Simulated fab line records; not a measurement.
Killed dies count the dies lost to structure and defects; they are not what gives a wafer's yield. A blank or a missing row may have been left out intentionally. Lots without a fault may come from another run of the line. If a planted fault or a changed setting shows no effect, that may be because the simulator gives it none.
Struck lot and sound lot, side by side || flow sky130 || 25 steps out of a route of 708
Sound: these wafers, L162.2, L162.4, L162.6. Struck: wafer L169.4 (left out: L169.5, a lot-mate that was not struck); the cause follows at the end.
Per side, at each step with rows, come the tool, then ch with its chambers, and then its first start. Under that, the readings that differ: sound wafers || struck wafers || difference of the means || sigmas: that difference in standard deviations of wafers without a fault.
alike: words and numbers the same on both sides, and readings whose means are apart by under 2 such deviations; not compared: readings that were withheld, readings missing a value for some wafer, numbers with overlapping values and no deviation given by the record, and bounds like >300 which may hide the same value.
The two part at a step that has a row with sigmas, a row that says differs or no value, or rows on one side only. Numbers that don't overlap but have no deviation are shown without sigmas and don't part them. A reading missing from all wafers of one side parts the sides only when that side holds two or more wafers.

first, 3 steps without rows for these wafers: SKY_LOCAL_INTERCONNECT_STRIP_16 (strips in post etch residue remover, time 1200 s); SKY_LOCAL_INTERCONNECT_CLEAN_17 (cleans in IPA, time 180 s); SKY_LOCAL_INTERCONNECT_CLEAN_18 (cleans in O3/DIW).
SKY_CONTACT_CVD_00: deposits Si3N4, target thk 75 nm.
  sound on pecvd-03 ch 0,1, day 31 22:16; struck on pecvd-03 ch 0, day 34 14:50
  alike: heater power w
SKY_CONTACT_THK_MEAS_01:
  sound: film metro-04 at day 31 22:20; struck: film metro-01 at day 34 14:53
  alike: CONTACT_CVD_00_THK
then, 1 step without rows for these wafers: SKY_CONTACT_HDPCVD_02 (deposits SiO2, target thk 565 nm, time 94.2 s).
SKY_CONTACT_THK_MEAS_03:
  sound: film metro-01 at day 31 22:28; struck: film metro-01 at day 34 15:01
  alike: CONTACT_HDPCVD_THK
SKY_CONTACT_CMP_04: polishes SiO2.
  sound on cmp-01 ch 0,2,3, day 31 22:31; struck on cmp-01 ch 3, day 34 15:11
  alike: head pressure psi, motor current A, time to endpoint s
SKY_CONTACT_BOW_MEAS_05:
  sound: film metro-02 at day 31 22:50; struck: film metro-02 at day 34 15:24
  alike: CONTACT_BOW
then, 3 steps without rows for these wafers: SKY_CONTACT_DEHYDRATE_06 (time 60 s); SKY_CONTACT_HMDS_07 (prime time 60 s); SKY_CONTACT_COAT_08 (resist thk 60 nm).
SKY_CONTACT_COAT_09: resist thk 450 nm.
  sound on litho track-04 ch 0, day 32 12:00; struck on litho track-03 ch 0, day 35 04:00
{"reading": "model.KrF-thick_of_CONTACT_COAT_09.thk nm (nm)", "sound": "454.7 452.8 453.8", "struck": 500.4, "difference": "+46.6", "sigmas": ""}
then, 4 steps without rows for these wafers: SKY_CONTACT_SOFTBAKE_10 (time 90 s); SKY_CONTACT_EXPOSE_11 (exposes mask CTM1, target cd 170 nm); SKY_CONTACT_PEB_12; SKY_CONTACT_DEVELOP_13 (develop time 60 s).
SKY_CONTACT_CD_MEAS_14: the cd target is 170 nm.
  sound: cd sem-01 at day 33 01:46; struck: cd sem-02 at day 35 17:29
  alike: cd nm
SKY_CONTACT_OVL_MEAS_15:
  sound: overlay-02 at day 33 01:52; struck: overlay-01 at day 35 17:34
  alike: CONTACT_OVL
SKY_CONTACT_ETCH_16: etches BARC in N2/H2, stops on SiO2, time 45.9 s, target depth 60 nm.
  sound on rie diel-01 ch 0,2,3, day 33 01:53; struck on rie diel-04 ch 3, day 35 17:35
{"reading": "drypump motor current A (A)", "sound": "6.3 5.9 5.8", "struck": 4.7, "difference": -1.3, "sigmas": -3}
{"reading": "oes product au (a.u.)", "sound": "0.861 0.858 0.854", "struck": 0.844, "difference": -0.014, "sigmas": -3}
  alike: throttle valve pct
  not compared: rf hours counter h
SKY_CONTACT_ETCH_17: etches SiO2 in C4F8/O2/Ar, stops on Si3N4, target depth 340 nm.
  sound on rie diel-01 ch 0,2,3, day 33 01:56; struck on rie diel-04 ch 3, day 35 17:37
  alike: oes product au
SKY_CONTACT_ETCH_18: etches Si3N4 in CHF3/O2, stops on TiN, time 39 s, target depth 75 nm.
  sound: rie diel-01 ch 0,2,3; struck: rie diel-04 ch 3
{"reading": "drypump motor current A (A)", "sound": "6.3 5.9 5.8", "struck": 4.8, "difference": -1.2, "sigmas": -3}
{"reading": "model.KrF-thick_of_CONTACT_COAT_09.thk nm (nm)", "sound": "244.2 242.1 245.5", "struck": 290.6, "difference": "+46.7", "sigmas": ""}
  alike: oes product au, throttle valve pct
  not compared: rf hours counter h
SKY_CONTACT_STRIP_19: strips in O2/N2.
  sound on plasma asher-03 ch 1, day 33 02:02; struck on plasma asher-03 ch 0, day 35 17:45
{"reading": "drypump motor current A (A)", "sound": "5.0 5.0 5.0", "struck": 6.1, "difference": "+1.1", "sigmas": "+2"}
{"reading": "oes product au (a.u.)", "sound": "0.395 0.381 0.373", "struck": 0.395, "difference": "+0.012", "sigmas": "+3"}
{"reading": "strip time to endpoint s (s)", "sound": "3.64 3.60 3.64", "struck": 4.11, "difference": "+0.48", "sigmas": "+16"}
  not compared: rf hours counter h
then, 2 steps without rows for these wafers: SKY_CONTACT_STRIP_20 (strips in post etch residue remover, time 1200 s); SKY_PAD_OPEN_PROBE_99.

== WHERE THEY PART ==
First at SKY_CONTACT_ETCH_16; last, within this record, at SKY_CONTACT_STRIP_19.

WHY: what had been put in by the simulator
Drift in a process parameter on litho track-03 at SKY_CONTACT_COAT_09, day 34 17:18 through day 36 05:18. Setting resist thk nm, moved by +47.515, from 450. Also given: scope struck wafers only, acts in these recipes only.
